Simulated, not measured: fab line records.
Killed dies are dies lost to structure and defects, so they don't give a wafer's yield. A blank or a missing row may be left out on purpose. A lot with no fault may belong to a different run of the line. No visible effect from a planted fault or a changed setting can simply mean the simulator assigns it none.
Which tool is to blame? | flow sky130 | Sampling: 6 lots, 18 wafers, 2 of 708 route steps

WHAT THE GAUGES SHOWED, per wafer
SKY_LI_CONTACT_OVL_MEAS_13.
lot  | measured     | on         | LI_CONTACT_OVL (nm)
L176 | day 30 04:27 | overlay-02 | -14 -11 -12
L182 | day 32 00:12 | overlay-01 | -13 -14 -10
L184 | day 32 17:31 | overlay-02 | 3 -1 6
L189 | day 34 20:42 | overlay-01 | -3 -10 5
L192 | day 35 16:48 | overlay-02 | 11 3 13
L195 | day 36 02:33 | overlay-02 | 4 0 0

WHICH TOOL RAN EACH LOT (tool, then ch and the chambers of the sampled wafers, then the start)
lot  | SKY_LI_CONTACT_COAT_06
L176 | litho_track-04 ch 0, day 29 13:56
L182 | litho_track-04 ch 0, day 31 10:20
L184 | litho_track-04 ch 0, day 32 03:44
L189 | litho_track-02 ch 0, day 34 06:51
L192 | litho_track-04 ch 0, day 35 03:11
L195 | litho_track-03 ch 0, day 35 13:14
- SKY_LI_CONTACT_COAT_06: resist thk 60 nm.

THE ANSWER, worked out from the rows above alone
Rule: what is usual is taken from the lots themselves. The widest of any qualifying gaps counts: lots, ordered by their means at a reading, are off when they make up no more than a third of the lots, leave a main group of 4 or more, and stand apart from it by 3 or more times the standard deviation of that group's means. If all means in a main group match to the digits the tables above print for the reading, that group is not used. Also off: a lot with no number at a reading for which 4 or more lots have one. Any other lot the step has rows for is counted as sound.
Nothing can be told from this: no lot is off at any reading shown.

WHAT THE SIMULATOR HAD PUT IN
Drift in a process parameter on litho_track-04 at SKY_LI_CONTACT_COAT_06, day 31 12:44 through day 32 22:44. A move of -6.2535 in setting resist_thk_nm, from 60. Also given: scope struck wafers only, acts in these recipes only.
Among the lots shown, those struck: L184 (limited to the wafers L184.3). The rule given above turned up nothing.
